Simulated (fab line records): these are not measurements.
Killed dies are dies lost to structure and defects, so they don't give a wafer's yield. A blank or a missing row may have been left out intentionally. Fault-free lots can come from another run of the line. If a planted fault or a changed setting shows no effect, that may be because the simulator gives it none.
One fault through the eyes of 2 desks	flow sky130	each desk has only its own numbers; what lay behind them comes last

FOR THE TOOL OWNER'S DESK: litho_track-01
The tool's own readings at SKY_VIA4_DEVELOP_10 (develop time 60 s): means of the sampled wafers that have a number, for each lot that ran on this tool. Any lot whose mean is over 4 standard deviations away from the usual mean is out of limits and marked OUT; that distance is given in the brackets.
Columns: A = developer_temp_C at SKY_VIA4_DEVELOP_10, usual 23.01 C
lot	first seen here	A
L227	day 43 05:13	23.00
L236	day 45 07:07	22.92
L237	day 45 18:38	25.39 (+22) OUT
L238	day 46 03:44	25.32 (+21) OUT
This desk finds L237, L238 out of limits, L237 being first, at day 45 18:38 (developer_temp_C at SKY_VIA4_DEVELOP_10). Within limits: L227, L236.

THE METROLOGY DESK
What the gauges read for every lot (on any tool): the sampled wafers with a number, averaged. Any lot whose mean is over 4 standard deviations away from the usual mean is out of limits and marked OUT; that distance is given in the brackets.
Columns: A = METAL4_OVL at SKY_METAL4_OVL_MEAS_14, usual 3 nm; B = VIA4_HDPCVD_THK at SKY_VIA4_THK_MEAS_01, usual 1753 nm
lot	first seen here	A	B
L225	day 41 09:26	0	1747
L226	day 41 16:44	0	1742
L227	day 42 05:22	-2	1762
L228	day 42 05:44	4	1753
L229	day 42 14:30	8	1783
L230	day 42 23:11	4	1743
L231	day 43 01:11	8	1731
L235	day 44 07:38	-0	1754
L236	day 44 08:16	5	1766
L237	day 44 19:47	2	1744
L238	day 45 05:44	3	1743
L246	day 47 04:08	7	1780
L248	day 47 13:33	4	1765
This desk found nothing out of limits on any of the 13 lots.

BROUGHT TOGETHER
An alarm could have come from the tool owner's desk at day 45 18:38, on L237, L238.
The metrology desk saw nothing out of limits.
The metrology desk holds a record of L237, L238, inside its limits.
Of the lots named, all ran SKY_VIA4_DEVELOP_10 on litho_track-01.

WHAT HAD BEEN PUT IN BY THE SIMULATOR
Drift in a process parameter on litho_track-01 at SKY_VIA4_DEVELOP_10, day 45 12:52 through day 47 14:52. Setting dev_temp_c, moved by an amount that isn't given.
Lots struck among those shown: L237, L238.
Delay in hours, fault start to first out-of-limits reading, by desk: the tool owner's desk at 6.
